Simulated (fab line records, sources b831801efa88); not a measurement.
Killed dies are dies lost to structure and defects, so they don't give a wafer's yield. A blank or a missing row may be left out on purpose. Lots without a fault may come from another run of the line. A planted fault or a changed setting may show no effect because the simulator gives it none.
Which tool did it? | flow sky130 | 11 lots, 33 wafers sampled, at 4 steps of a route of 708

WHAT THE GAUGES READ, wafer by wafer
SKY_METAL1_CD_MEAS_15: target cd 140 nm. Usual: cd_nm 140.4 nm, standard deviation 1.5.
lot  | measured     | on        | cd_nm (nm)                          | flag
L583 | day 32 16:49 | cd_sem-01 | 140.5 141.9 139.3                   |
L584 | day 32 19:18 | cd_sem-02 | 139.9 139.5 140.2                   |
L585 | day 33 07:23 | cd_sem-01 | 139.7 140.6 138.5                   |
L593 | day 36 11:37 | cd_sem-01 | 137.9 134.4 137.6 137.2 134.6 137.7 |
L597 | day 37 09:29 | cd_sem-01 | 138.6 138.2 138.9                   |
L598 | day 37 18:46 | cd_sem-01 | 144.0 143.6 141.4                   |
L602 | day 39 02:10 | cd_sem-01 | 141.7 142.4 141.4                   |
L603 | day 39 06:07 | cd_sem-02 | 140.1 139.6 140.2                   |
L604 | day 39 07:43 | cd_sem-01 | 141.1 139.4 138.5                   |
L605 | day 39 12:52 | cd_sem-01 | 140.1 139.8 140.9                   |
L606 | day 40 01:38 | cd_sem-01 | 140.1 140.5 139.7                   |

WHICH TOOL RAN EACH LOT (tool, then ch and the chambers of the sampled wafers, then the start)
lot  | SKY_CONTACT_CMP_27            | SKY_METAL1_SPUTTER_04        | SKY_METAL1_EXPOSE_12
L583 | cmp-02 ch 2,3, day 31 13:06   | pvd_sputter-03, day 31 13:29 | krf_scanner-01 ch 0, day 32 03:34
L584 | cmp-02 ch 2,3, day 31 15:00   | pvd_sputter-03, day 31 15:23 | krf_scanner-01 ch 0, day 32 05:37
L585 | cmp-01 ch 0,3, day 32 03:40   | pvd_sputter-03, day 32 04:04 | krf_scanner-01 ch 0, day 32 18:01
L593 | cmp-02 ch 0,2,3, day 35 09:14 | pvd_sputter-04, day 35 09:32 | krf_scanner-01 ch 0, day 35 22:25
L597 | cmp-01 ch 1,2,3, day 36 07:32 | pvd_sputter-02, day 36 07:55 | krf_scanner-02 ch 0, day 36 20:55
L598 | cmp-01 ch 0,1,2, day 36 15:59 | pvd_sputter-03, day 36 16:19 | krf_scanner-02 ch 0, day 37 05:49
L602 | cmp-02 ch 0,1, day 38 00:33   | pvd_sputter-04, day 38 00:56 | krf_scanner-02 ch 0, day 38 13:52
L603 | cmp-01 ch 1,2, day 38 04:38   | pvd_sputter-04, day 38 05:01 | krf_scanner-01 ch 0, day 38 17:59
L604 | cmp-01 ch 0,2,3, day 38 05:55 | pvd_sputter-02, day 38 06:18 | krf_scanner-02 ch 0, day 38 19:38
L605 | cmp-01 ch 0,1,3, day 38 11:24 | pvd_sputter-04, day 38 11:47 | krf_scanner-02 ch 0, day 39 00:38
L606 | cmp-01 ch 0,1, day 39 00:12   | pvd_sputter-04, day 39 00:32 | krf_scanner-01 ch 0, day 39 13:31
- SKY_CONTACT_CMP_27: polishes, stops on SiO2, t overpolish 15 s, target thk 0 nm.
- SKY_METAL1_SPUTTER_04: material TiN, target thk 70 nm, time 58.3 s.
- SKY_METAL1_EXPOSE_12: exposes mask MM1, target cd 140 nm.

WHAT THE TOOLS THEMSELVES READ (means of the sampled wafers that have a number; where no wafer has one, the mark that the record gives instead)
SKY_CONTACT_CMP_27. Usual: motor_current_A 11.0 A, standard deviation 1.3; overpolish_run_s 15.000 s, standard deviation 0.0091; slurry_filter_dp_kPa 13.50 kPa, standard deviation 0.15; time_to_endpoint_s 81.8 s, standard deviation 2.6.
lot  | tool   | motor_current_A (A) | overpolish_run_s (s) | slurry_filter_dp_kPa (kPa) | time_to_endpoint_s (s) | flag
L583 | cmp-02 | 9.9                 | 14.990               | 13.50                      | 82.1                   |
L584 | cmp-02 | 10.0                | 15.001               | 13.45                      | 83.1                   |
L585 | cmp-01 | 10.8                | 15.005               | 13.45                      | 81.4                   |
L593 | cmp-02 | 10.3                | 14.998               | 13.56                      | 80.8                   |
L597 | cmp-01 | 11.6                | 14.998               | 13.62                      | 80.7                   |
L598 | cmp-01 | 11.2                | 14.991               | 13.51                      | 82.4                   |
L602 | cmp-02 | 11.5                | 15.007               | 13.54                      | 84.8                   |
L603 | cmp-01 | 11.1                | 14.998               | 13.49                      | 81.0                   |
L604 | cmp-01 | 11.7                | 15.003               | 13.48                      | 80.4                   |
L605 | cmp-01 | 10.4                | 14.995               | 13.48                      | 83.3                   |
L606 | cmp-01 | 10.2                | 15.007               | 13.49                      | 85.2                   |

SKY_METAL1_SPUTTER_04. Usual: throttle_valve_pct 30.1 %, standard deviation 0.69.
lot  | tool           | throttle_valve_pct (%) | flag
L583 | pvd_sputter-03 | 29.5                   |
L584 | pvd_sputter-03 | 29.7                   |
L585 | pvd_sputter-03 | 29.7                   |
L593 | pvd_sputter-04 | 30.5                   |
L597 | pvd_sputter-02 | 30.6                   |
L598 | pvd_sputter-03 | 29.9                   |
L602 | pvd_sputter-04 | 30.5                   |
L603 | pvd_sputter-04 | 30.1                   |
L604 | pvd_sputter-02 | 30.1                   |
L605 | pvd_sputter-04 | 30.2                   |
L606 | pvd_sputter-04 | 30.7                   |

THE ANSWER, worked out from the rows above alone
Rule: a lot is off if the mean of its wafers that have a number lies more than 3 standard deviations from the usual mean. A lot without any number at a reading at which 4 lots or more have one is off too. The other lots that the step has rows for count as sound. The gauges are gone through in route order, then the tools' own readings, and for those a lot's mean is taken as printed above. The first step at which some lot is off is used, and at that step the reading that is off furthest; a lot without a number counts as furthest.
No lot is off at any reading shown: from this, nothing can be told.

WHAT THE SIMULATOR HAD PUT IN
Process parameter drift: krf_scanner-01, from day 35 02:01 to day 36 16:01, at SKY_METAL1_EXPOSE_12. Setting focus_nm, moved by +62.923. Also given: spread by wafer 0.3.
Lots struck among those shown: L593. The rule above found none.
